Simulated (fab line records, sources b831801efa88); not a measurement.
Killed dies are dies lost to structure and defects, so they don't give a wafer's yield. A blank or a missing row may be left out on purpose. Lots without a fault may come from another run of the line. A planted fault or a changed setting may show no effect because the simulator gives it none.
Chamber matching | flow gf180mcu | GF_PASSIVATION_ETCH_11 on rie_diel-02: 4 sister chambers
The step etches the open film in CF4/O2, stops on TiN, target depth 1800 nm, time 400 s. 4 wafers are shown with their chamber, then 11 later ones without.

WAFERS WITH THEIR CHAMBER
wafer  | chamber | drypump_motor_current_A (A)
L090.2 | 2       | 5.13
L090.3 | 3       | 6.03
L090.5 | 0       | 5.37
L093.1 | 1       | 5.30

WAFERS WITHOUT THEIR CHAMBER
wafer  | drypump_motor_current_A (A)
L093.5 | 5.31
L093.6 | 5.31
L092.1 | 5.38
L092.3 | 5.13
L092.4 | 5.30
L095.2 | 5.37
L095.5 | 5.39
L095.6 | 5.28
L096.1 | 5.30
L096.3 | 5.14
L096.5 | 5.34

WHICH CHAMBER EACH WENT THROUGH
wafer  | from the rows above     | in truth
L093.5 | 1                       | 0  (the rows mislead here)
L093.6 | 1                       | 1
L092.1 | 0                       | 0
L092.3 | 2                       | 2
L092.4 | 1                       | 1
L095.2 | 0                       | 0
L095.5 | 0                       | 0
L095.6 | 1                       | 1
L096.1 | 1                       | 1
L096.3 | 2                       | 2
L096.5 | can't be placed: 0 or 1 | 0
Placed correctly: 9 of 11. Can't be placed from these rows: 1 (the true chamber is among the candidates in 1). Placed wrongly: 1.
How it was worked out, from the rows above alone: a wafer's distance from a chamber is the root of the sum, over the readings, of the square of ((its reading less the chamber's mean) divided by the reading's scatter). The wafer belongs to the nearest chamber; if the next one is less than 2 further off, it can't be placed. A chamber's mean is the mean of its shown wafers. The scatter: with one shown wafer a chamber, the root of the mean of the squares of how far each hidden wafer lies from its nearest shown one.
